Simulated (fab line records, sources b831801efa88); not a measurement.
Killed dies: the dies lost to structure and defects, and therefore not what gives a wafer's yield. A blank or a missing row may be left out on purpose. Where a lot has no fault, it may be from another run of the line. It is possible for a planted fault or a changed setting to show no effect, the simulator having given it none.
Chamber matching ; flow sky130 ; SKY_CAP2M_CVD_00 on pecvd-04: 3 sister chambers
The step deposits SiO2, target thk 15.5 nm. 3 wafers are shown with their chamber, then 7 later ones without.

## WAFERS, EACH WITH ITS CHAMBER
wafer;chamber;heater_power_w (W)
L356.5;2;706
L359.1;0;596
L359.3;1;549

## WAFERS WHOSE CHAMBER IS MISSING
wafer;heater_power_w (W)
L359.5;608
L361.3;707
L361.5;629
L361.6;619
L362.2;519
L362.4;673
L362.6;622

## WHICH CHAMBER EACH ONE RAN IN
wafer;from the rows above;in truth
L359.5;can't be placed: 0 or 1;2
L361.3;2;2
L361.5;can't be placed: 0 or 2 or 1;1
L361.6;can't be placed: 0 or 1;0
L362.2;can't be placed: 1 or 0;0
L362.4;can't be placed: 2 or 0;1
L362.6;can't be placed: 0 or 1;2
Placed correctly: 1 of 7. Unplaceable from these rows: 6, with the true chamber sitting among the candidates in 3. Number placed wrongly: 0.
How it was worked out, from the rows above alone: a wafer's distance from a chamber is the root of the sum, over the readings, of the square of ((its reading less the chamber's mean) divided by the reading's scatter). The wafer belongs to the nearest chamber; if the next one is less than 2 further off, it can't be placed. For every chamber, the mean is computed from those of its wafers that are shown. The scatter: with one shown wafer a chamber, the root of the mean of the squares of how far each hidden wafer lies from its nearest shown one.
